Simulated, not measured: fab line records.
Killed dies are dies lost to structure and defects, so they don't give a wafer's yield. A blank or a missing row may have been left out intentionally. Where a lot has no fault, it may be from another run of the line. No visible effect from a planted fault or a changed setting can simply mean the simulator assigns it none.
fab line records + flow sky130
[record]
- lots = 12
- wafers = 36
- last_day = 50
route steps=708 shown FIELD_ISO@26 NWELL@64 VT_ADJUST_NCORE@127
lots untouched by any fault: they come from a run of this same line in which no faults occurred
start_h: hours from the record's first day to the start of the lot's first wafer shown + wait_h: time in hours since the lot's previous step + " repeats the value in the row above + L1.1+2: a single row standing in for several wafers + - value missing, or start not given + * or withheld: withheld + < > ~ a bound
route shown NAME@n: NAME is a module with steps in the file, n the number in the route of the first one + usual: the fault-free wafers' mean and standard deviation + same: alike in all rows + chamber/n: place in a boat + sites: per-site readings + _std_site: how widely they spread, as a standard deviation + _edge_site: outer sites' mean less inner sites' + radius_mm: for every site, how far away it sits from the centre of the wafer + mask NAME#n: copy n + behind: tool/chamber where the wafer was last shaped + hold: the reason the lot was held/the length of the hold in hours/how it ended + device: whichever transistor did not switch (one of n, p or np) + end of line: tests of these same wafers at the route's end + a step with no rows: only its recipe + killed: count of dies lost to structure and defects at first sort (not the wafer's yield) + map: a wafer's dies, x killed, . not, _ none there
set.NAME: setting as actually run; set.NAME@STEP: the setting as run at that earlier step + model.NAME: the simulator's own value behind a step, which no gauge read
steps of the route over a sample of lots; a table a step, a row a wafer
services: from which hour (start_h, from the record's first day; less than 0 if before it) a tool's chamber was out of use, for how many hours, and why
[[steps]]
[step SKY_FIELD_ISO_THK_MEAS_25]
[recipe]
- reads = SiO2_of_FIELD_ISO_CVD_24
[usual]
- FIELD_ISO_CVD_24_THK = 599/5.7
| lot.wafer | tool          | chamber | start_h | wait_h | FIELD_ISO_CVD_24_THK[nm] |
|-----------|---------------|---------|---------|--------|--------------------------|
| L422.1    | film_metro-02 | -       | 34.42   | 0.0    | 599                      |
| L422.3    | "             | -       | "       | "      | 599                      |
| L422.4    | "             | -       | "       | "      | 598                      |
| L423.4    | film_metro-01 | -       | 35.62   | 0.0    | 600                      |
| L423.5    | "             | -       | "       | "      | 606                      |
| L423.6    | "             | -       | "       | "      | 607                      |
| L426.2    | film_metro-03 | -       | 53.07   | 0.0    | 607                      |
| L426.3    | "             | -       | "       | "      | 603                      |
| L426.4    | "             | -       | "       | "      | 608                      |
| L427.3    | film_metro-02 | -       | 58.10   | 0.1    | 595                      |
| L427.4    | "             | -       | "       | "      | 600                      |
| L427.6    | "             | -       | "       | "      | 599                      |
| L428.1    | film_metro-02 | -       | 63.28   | 0.0    | 596                      |
| L428.3    | "             | -       | "       | "      | 589                      |
| L428.6    | "             | -       | "       | "      | 595                      |
| L429.3    | film_metro-03 | -       | 69.94   | 0.1    | 597                      |
| L429.4    | "             | -       | "       | "      | 608                      |
| L429.6    | "             | -       | "       | "      | 595                      |
| L430.4    | film_metro-01 | -       | 74.66   | 0.0    | 601                      |
| L430.5    | "             | -       | "       | "      | 600                      |
| L430.6    | "             | -       | "       | "      | 601                      |
| L432.2    | film_metro-01 | -       | 83.88   | 0.0    | 595                      |
| L432.5    | "             | -       | "       | "      | 597                      |
| L432.6    | "             | -       | "       | "      | 596                      |
| L433.1    | film_metro-03 | -       | 88.18   | 0.0    | 593                      |
| L433.4    | "             | -       | "       | "      | 590                      |
| L433.6    | "             | -       | "       | "      | 585                      |
| L434.3    | film_metro-02 | -       | 93.78   | 0.1    | 602                      |
| L434.4    | "             | -       | "       | "      | 598                      |
| L434.6    | "             | -       | "       | "      | 598                      |
| L435.3    | film_metro-01 | -       | 99.19   | 0.1    | 592                      |
| L435.4    | "             | -       | "       | "      | 596                      |
| L435.6    | "             | -       | "       | "      | 593                      |
| L445.2    | film_metro-03 | -       | 150.30  | 0.0    | 604                      |
| L445.4    | "             | -       | "       | "      | 599                      |
| L445.5    | "             | -       | "       | "      | 588                      |
[step SKY_NWELL_IMPLANT_11]
[recipe]
- species = P
- energy_kev = 403.6
- dose_cm2 = 1.9e+13
- tilt_deg = withheld
[usual]
- beam_on_s = 10.01/0.21
| lot.wafer | tool         | chamber | start_h | wait_h | beam_on_s |
|-----------|--------------|---------|---------|--------|-----------|
| L422.1    | implanter-02 | 0       | 86.28   | 0.0    | 9.87      |
| L422.3    | "            | 0       | "       | "      | 9.81      |
| L422.4    | "            | 0       | "       | "      | 10.06     |
| L423.4    | implanter-03 | 0       | 87.98   | 0.1    | 9.96      |
| L423.5    | "            | 0       | "       | "      | 10.14     |
| L423.6    | "            | 0       | "       | "      | 10.21     |
| L426.2    | implanter-02 | 0       | 107.13  | 0.0    | 9.86      |
| L426.3    | "            | 0       | "       | "      | 9.80      |
| L426.4    | "            | 0       | "       | "      | 9.89      |
| L427.3    | implanter-03 | 0       | 112.93  | 0.1    | 10.01     |
| L427.4    | "            | 0       | "       | "      | 10.40     |
| L427.6    | "            | 0       | "       | "      | 9.87      |
| L428.1    | implanter-01 | 0       | 119.61  | 0.0    | 9.99      |
| L428.3    | "            | 0       | "       | "      | 9.90      |
| L428.6    | "            | 0       | "       | "      | 10.24     |
| L429.3    | implanter-03 | 0       | 129.51  | 0.1    | 9.97      |
| L429.4    | "            | 0       | "       | "      | 10.52     |
| L429.6    | "            | 0       | "       | "      | 9.74      |
| L430.4    | implanter-02 | 0       | 132.39  | 0.1    | 10.36     |
| L430.5    | "            | 0       | "       | "      | 10.26     |
| L430.6    | "            | 0       | "       | "      | 10.00     |
| L432.2    | implanter-01 | 0       | 143.99  | 0.0    | 10.18     |
| L432.5    | "            | 0       | "       | "      | 9.97      |
| L432.6    | "            | 0       | "       | "      | 9.96      |
| L433.1    | implanter-03 | 0       | 147.41  | 0.0    | 9.83      |
| L433.4    | "            | 0       | "       | "      | 10.21     |
| L433.6    | "            | 0       | "       | "      | 10.09     |
| L433.1    | implanter-03 | 0       | 147.72  | 0.3    | 10.02     |
| L433.4    | "            | 0       | "       | "      | 10.12     |
| L433.6    | "            | 0       | "       | "      | 9.90      |
| L434.3    | implanter-01 | 0       | 155.06  | 0.1    | 9.90      |
| L434.4    | "            | 0       | "       | "      | 9.94      |
| L434.6    | "            | 0       | "       | "      | 10.14     |
| L434.3    | implanter-01 | 0       | 155.38  | 0.3    | 10.01     |
| L434.4    | "            | 0       | "       | "      | 10.07     |
| L434.6    | "            | 0       | "       | "      | 9.98      |
| L435.3    | implanter-02 | 0       | 162.26  | 0.1    | 10.17     |
| L435.4    | "            | 0       | "       | "      | 10.16     |
| L435.6    | "            | 0       | "       | "      | 10.08     |
| L445.2    | implanter-02 | 0       | 221.02  | 0.2    | 9.96      |
| L445.4    | "            | 0       | "       | "      | 10.01     |
| L445.5    | "            | 0       | "       | "      | 10.11     |
[step SKY_NWELL_STRIP_14]
[recipe]
- chemistry = O2/N2
- power_w = 1400
- pressure_mtorr = 1500
- platen_temp_c = withheld
- o2_flow_sccm = 3000
- n2_flow_sccm = 300
- overash_fraction = 0.5
[usual]
- drypump_motor_current_A = 5.68/0.27
- oes_product_au = 0.722/0.0048
- strip_time_to_endpoint_s = 36.88/0.1
| lot.wafer | tool            | chamber | start_h | wait_h | drypump_motor_current_A | oes_product_au | rf_hours_counter_h | strip_time_to_endpoint_s |
|-----------|-----------------|---------|---------|--------|-------------------------|----------------|--------------------|--------------------------|
| L422.1    | plasma_asher-02 | 1       | 86.73   | 0.1    | 6.10                    | 0.722          | 42                 | 36.87                    |
| L422.3    | "               | 1       | "       | "      | 6.11                    | 0.729          | -                  | 36.72                    |
| L422.4    | "               | 0       | "       | "      | 5.24                    | 0.722          | -                  | 36.80                    |
| L423.4    | plasma_asher-02 | 0       | 88.39   | 0.1    | 5.26                    | 0.724          | -                  | 37.23                    |
| L423.5    | "               | 1       | "       | "      | 6.09                    | 0.722          | -                  | 37.19                    |
| L423.6    | "               | 0       | "       | "      | 5.24                    | 0.728          | -                  | 37.21                    |
| L426.2    | plasma_asher-02 | 1       | 107.56  | 0.1    | 6.14                    | 0.716          | 45                 | 36.84                    |
| L426.3    | "               | 0       | "       | "      | 5.22                    | 0.721          | -                  | 36.78                    |
| L426.4    | "               | 1       | "       | "      | 6.12                    | 0.720          | -                  | 36.85                    |
| L427.3    | plasma_asher-02 | 0       | 116.30  | 3.1    | 5.22                    | 0.723          | -                  | 36.92                    |
| L427.4    | "               | 1       | "       | "      | 6.10                    | 0.712          | -                  | 36.99                    |
| L427.6    | "               | 1       | "       | "      | 6.09                    | 0.725          | -                  | 36.91                    |
| L428.1    | plasma_asher-04 | 1       | 120.06  | 0.1    | 5.49                    | 0.719          | 0                  | 36.93                    |
| L428.3    | "               | 0       | "       | "      | 5.86                    | 0.727          | -                  | 37.00                    |
| L428.6    | "               | 0       | "       | "      | 5.81                    | 0.710          | -                  | 37.00                    |
| L429.3    | plasma_asher-04 | 0       | 129.94  | 0.1    | 5.84                    | 0.727          | -                  | 36.80                    |
| L429.4    | "               | 1       | "       | "      | 5.48                    | 0.718          | -                  | 36.84                    |
| L429.6    | "               | 0       | "       | "      | 5.87                    | 0.717          | -                  | 36.77                    |
| L430.4    | plasma_asher-04 | 1       | 132.80  | 0.1    | 5.54                    | 0.725          | -                  | 36.82                    |
| L430.5    | "               | 1       | "       | "      | 5.55                    | 0.724          | -                  | 36.82                    |
| L430.6    | "               | 0       | "       | "      | 5.83                    | 0.726          | -                  | 36.93                    |
| L432.2    | plasma_asher-03 | 0       | 144.41  | 0.1    | 5.66                    | 0.719          | 28                 | 36.74                    |
| L432.5    | "               | 1       | "       | "      | 5.73                    | 0.718          | -                  | 36.89                    |
| L432.6    | "               | 0       | "       | "      | 5.67                    | 0.715          | -                  | 36.86                    |
| L433.1    | plasma_asher-03 | 1       | 148.17  | 0.1    | 5.68                    | 0.726          | 29                 | 36.78                    |
| L433.4    | "               | 1       | "       | "      | 5.69                    | 0.714          | -                  | 36.78                    |
| L433.6    | "               | 1       | "       | "      | 5.68                    | 0.726          | -                  | 36.86                    |
| L434.3    | plasma_asher-04 | 1       | 155.81  | 0.1    | 5.51                    | 0.731          | -                  | 36.82                    |
| L434.4    | "               | 0       | "       | "      | 5.81                    | 0.718          | -                  | 36.86                    |
| L434.6    | "               | 0       | "       | "      | 5.85                    | 0.716          | -                  | 36.87                    |
| L435.3    | plasma_asher-03 | 1       | 162.70  | 0.1    | 5.69                    | 0.723          | -                  | 36.96                    |
| L435.4    | "               | 0       | "       | "      | 5.70                    | 0.721          | -                  | 37.00                    |
| L435.6    | "               | 1       | "       | "      | 5.69                    | 0.720          | -                  | 37.00                    |
| L445.2    | plasma_asher-03 | 1       | 221.45  | 0.1    | 5.71                    | 0.724          | 35                 | 37.00                    |
| L445.4    | "               | 0       | "       | "      | 5.68                    | 0.719          | -                  | 37.00                    |
| L445.5    | "               | 0       | "       | "      | 5.63                    | 0.721          | -                  | 37.00                    |
[step SKY_NWELL_TW_MEAS_15]
[usual]
- NWELL_TW = 1844/19
| lot.wafer | tool          | chamber | start_h | wait_h | NWELL_TW |
|-----------|---------------|---------|---------|--------|----------|
| L422.1    | film_metro-01 | -       | 86.83   | 0.1    | 1844     |
| L422.3    | "             | -       | "       | "      | 1840     |
| L422.4    | "             | -       | "       | "      | 1842     |
| L423.4    | film_metro-02 | -       | 88.49   | 0.1    | 1849     |
| L423.5    | "             | -       | "       | "      | 1842     |
| L423.6    | "             | -       | "       | "      | 1843     |
| L426.2    | film_metro-04 | -       | 107.67  | 0.1    | 1865     |
| L426.3    | "             | -       | "       | "      | 1869     |
| L426.4    | "             | -       | "       | "      | 1857     |
| L427.3    | film_metro-04 | -       | 116.39  | 0.1    | 1869     |
| L427.4    | "             | -       | "       | "      | 1866     |
| L427.6    | "             | -       | "       | "      | 1871     |
| L428.1    | film_metro-04 | -       | 120.16  | 0.1    | 1879     |
| L428.3    | "             | -       | "       | "      | 1881     |
| L428.6    | "             | -       | "       | "      | 1877     |
| L429.3    | film_metro-02 | -       | 130.03  | 0.1    | 1828     |
| L429.4    | "             | -       | "       | "      | 1827     |
| L429.6    | "             | -       | "       | "      | 1833     |
| L430.4    | film_metro-04 | -       | 132.89  | 0.1    | 1878     |
| L430.5    | "             | -       | "       | "      | 1873     |
| L430.6    | "             | -       | "       | "      | 1876     |
| L432.2    | film_metro-04 | -       | 144.52  | 0.1    | 1873     |
| L432.5    | "             | -       | "       | "      | 1875     |
| L432.6    | "             | -       | "       | "      | 1878     |
| L433.1    | film_metro-04 | -       | 148.27  | 0.1    | 2304     |
| L433.4    | "             | -       | "       | "      | 2302     |
| L433.6    | "             | -       | "       | "      | 2322     |
| L433.1    | film_metro-04 | -       | 148.55  | 0.3    | 2317     |
| L433.4    | "             | -       | "       | "      | 2303     |
| L433.6    | "             | -       | "       | "      | 2326     |
| L434.3    | film_metro-02 | -       | 156.07  | 0.2    | 2271     |
| L434.4    | "             | -       | "       | "      | 2273     |
| L434.6    | "             | -       | "       | "      | 2266     |
| L434.3    | film_metro-02 | -       | 156.30  | 0.2    | 2253     |
| L434.4    | "             | -       | "       | "      | 2263     |
| L434.6    | "             | -       | "       | "      | 2259     |
| L435.3    | film_metro-01 | -       | 162.78  | 0.1    | 1832     |
| L435.4    | "             | -       | "       | "      | 1831     |
| L435.6    | "             | -       | "       | "      | 1825     |
| L445.2    | film_metro-01 | -       | 221.56  | 0.1    | 1810     |
| L445.4    | "             | -       | "       | "      | 1835     |
| L445.5    | "             | -       | "       | "      | 1825     |
[step SKY_NWELL_RS_MEAS_29]
[recipe]
- thk_meas_gauge = four-point-probe
[usual]
- NWELL_RS = 623.5/1.6
| lot.wafer | tool          | chamber | start_h | wait_h | NWELL_RS[ohm/sq] |
|-----------|---------------|---------|---------|--------|------------------|
| L422.1    | film_metro-01 | -       | 104.43  | 0.1    | 624.6            |
| L422.3    | "             | -       | "       | "      | 626.0            |
| L422.4    | "             | -       | "       | "      | 624.4            |
| L423.4    | film_metro-01 | -       | 105.98  | 0.1    | 622.8            |
| L423.5    | "             | -       | "       | "      | 621.9            |
| L423.6    | "             | -       | "       | "      | 623.5            |
| L426.2    | film_metro-02 | -       | 126.09  | 0.1    | 622.6            |
| L426.3    | "             | -       | "       | "      | 623.3            |
| L426.4    | "             | -       | "       | "      | 623.4            |
| L427.3    | film_metro-04 | -       | 135.43  | 0.1    | 621.9            |
| L427.4    | "             | -       | "       | "      | 622.0            |
| L427.6    | "             | -       | "       | "      | 623.4            |
| L428.1    | film_metro-01 | -       | 139.52  | 0.1    | 625.3            |
| L428.3    | "             | -       | "       | "      | 626.3            |
| L428.6    | "             | -       | "       | "      | 624.4            |
| L429.3    | film_metro-04 | -       | 149.06  | 0.1    | 624.0            |
| L429.4    | "             | -       | "       | "      | 624.0            |
| L429.6    | "             | -       | "       | "      | 625.4            |
| L430.4    | film_metro-02 | -       | 152.55  | 0.1    | 624.1            |
| L430.5    | "             | -       | "       | "      | 623.8            |
| L430.6    | "             | -       | "       | "      | 624.9            |
| L432.2    | film_metro-04 | -       | 163.89  | 0.1    | 621.1            |
| L432.5    | "             | -       | "       | "      | 621.9            |
| L432.6    | "             | -       | "       | "      | 622.7            |
| L433.1    | film_metro-04 | -       | 167.42  | 0.1    | 429.8            |
| L433.4    | "             | -       | "       | "      | 429.8            |
| L433.6    | "             | -       | "       | "      | 428.8            |
| L433.1    | film_metro-04 | -       | 167.78  | 0.3    | 430.4            |
| L433.4    | "             | -       | "       | "      | 430.7            |
| L433.6    | "             | -       | "       | "      | 429.5            |
| L434.3    | film_metro-04 | -       | 175.63  | 0.1    | 430.5            |
| L434.4    | "             | -       | "       | "      | 430.7            |
| L434.6    | "             | -       | "       | "      | 430.1            |
| L434.3    | film_metro-04 | -       | 175.99  | 0.3    | 430.2            |
| L434.4    | "             | -       | "       | "      | 430.3            |
| L434.6    | "             | -       | "       | "      | 430.0            |
| L435.3    | film_metro-01 | -       | 183.63  | 0.1    | 620.7            |
| L435.4    | "             | -       | "       | "      | 622.7            |
| L435.6    | "             | -       | "       | "      | 622.8            |
| L445.2    | film_metro-01 | -       | 245.56  | 0.1    | 626.5            |
| L445.4    | "             | -       | "       | "      | 624.1            |
| L445.5    | "             | -       | "       | "      | 625.5            |
[step SKY_VT_ADJUST_NCORE_OVL_MEAS_08]
[usual]
- VT_ADJUST_NCORE_OVL = 0.2/1.4
| lot.wafer | tool       | chamber | start_h | wait_h | VT_ADJUST_NCORE_OVL[nm] |
|-----------|------------|---------|---------|--------|-------------------------|
| L422.1    | overlay-01 | -       | 180.35  | 0.1    | 0.2                     |
| L422.3    | "          | -       | "       | "      | 0.1                     |
| L422.4    | "          | -       | "       | "      | 1.8                     |
| L423.4    | overlay-01 | -       | 181.61  | 0.1    | -1.8                    |
| L423.5    | "          | -       | "       | "      | -0.4                    |
| L423.6    | "          | -       | "       | "      | -2.3                    |
| L426.2    | overlay-01 | -       | 206.67  | 0.1    | -1.2                    |
| L426.3    | "          | -       | "       | "      | -1.0                    |
| L426.4    | "          | -       | "       | "      | -1.5                    |
| L427.3    | overlay-02 | -       | 217.29  | 0.1    | 2.1                     |
| L427.4    | "          | -       | "       | "      | -0.3                    |
| L427.6    | "          | -       | "       | "      | 0.7                     |
| L428.1    | overlay-01 | -       | 222.36  | 0.1    | -2.5                    |
| L428.3    | "          | -       | "       | "      | 1.0                     |
| L428.6    | "          | -       | "       | "      | 0.0                     |
| L429.3    | overlay-02 | -       | 233.44  | 0.1    | -1.5                    |
| L429.4    | "          | -       | "       | "      | -1.7                    |
| L429.6    | "          | -       | "       | "      | -2.2                    |
| L430.4    | overlay-01 | -       | 240.18  | 0.1    | 2.3                     |
| L430.5    | "          | -       | "       | "      | 2.4                     |
| L430.6    | "          | -       | "       | "      | 1.2                     |
| L432.2    | overlay-02 | -       | 252.64  | 0.1    | 1.5                     |
| L432.5    | "          | -       | "       | "      | 0.1                     |
| L432.6    | "          | -       | "       | "      | 0.1                     |
| L435.3    | overlay-02 | -       | 276.51  | 0.1    | 1.6                     |
| L435.4    | "          | -       | "       | "      | 2.4                     |
| L435.6    | "          | -       | "       | "      | 2.8                     |
| L445.2    | overlay-02 | -       | 348.12  | 0.1    | 1.2                     |
| L445.4    | "          | -       | "       | "      | 0.2                     |
| L445.5    | "          | -       | "       | "      | -0.1                    |
[[services]]
| tool            | chamber | start_h | hours | kind       |
|-----------------|---------|---------|-------|------------|
| plasma_asher-02 | -       | 69.87   | 3.5   | repair     |
| implanter-01    | -       | 72.39   | 1.1   | repair     |
| plasma_asher-03 | -       | 77.84   | 21.3  | repair     |
| implanter-01    | -       | 85.49   | 4.1   | repair     |
| implanter-02    | -       | 89.51   | 1.4   | repair     |
| plasma_asher-04 | -       | 108.75  | 9.0   | pm         |
| plasma_asher-04 | 0       | 108.75  | 9.0   | vent_cycle |
| plasma_asher-04 | 1       | 108.75  | 9.0   | vent_cycle |
| plasma_asher-02 | -       | 110.65  | 5.4   | repair     |
| plasma_asher-03 | -       | 112.16  | 11.3  | repair     |
| plasma_asher-04 | 0       | 117.75  | -     | clean      |
| plasma_asher-04 | 1       | 117.75  | -     | clean      |
| implanter-01    | -       | 125.21  | 5.2   | pm         |
| plasma_asher-03 | -       | 128.24  | 2.5   | repair     |
| plasma_asher-03 | -       | 138.45  | 2.4   | repair     |
| implanter-02    | -       | 156.09  | 2.0   | repair     |
| implanter-03    | -       | 197.67  | 31.8  | pm         |
| implanter-01    | -       | 218.20  | 104.4 | pm         |
[[key]]
[first_sign]
- step = SKY_NWELL_IMPLANT_11
- reading = visit
- direction = added
[effect]
- step = SKY_NWELL_TW_MEAS_15
- reading = visit
- direction = added
[effect]
- step = SKY_NWELL_TW_MEAS_15
- reading = NWELL_TW
- direction = up
- sigmas = 23
- usual = 1844
- struck = 2290
[effect]
- step = SKY_NWELL_RS_MEAS_29
- reading = visit
- direction = added
[effect]
- step = SKY_NWELL_RS_MEAS_29
- reading = NWELL_RS
- direction = down
- sigmas = 99+
- usual = 623.5
- struck = 429.9
met_at SKY_NWELL_IMPLANT_11
struck_lots L433,L434
scrapped_behind SKY_NWELL_RS_MEAS_29 L433.1,L433.4,L433.6,L434.3,L434.4,L434.6
not_acting_at SKY_FIELD_ISO_THK_MEAS_25,SKY_NWELL_STRIP_14,SKY_VT_ADJUST_NCORE_OVL_MEAS_08
[fault]
- kind = repeated_step_whole
- tool = implanter-01,implanter-02,implanter-03
- chamber = -
- onset_h = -
- steps = SKY_NWELL_IMPLANT_11
- times = 1
- scope = struck_lots_only
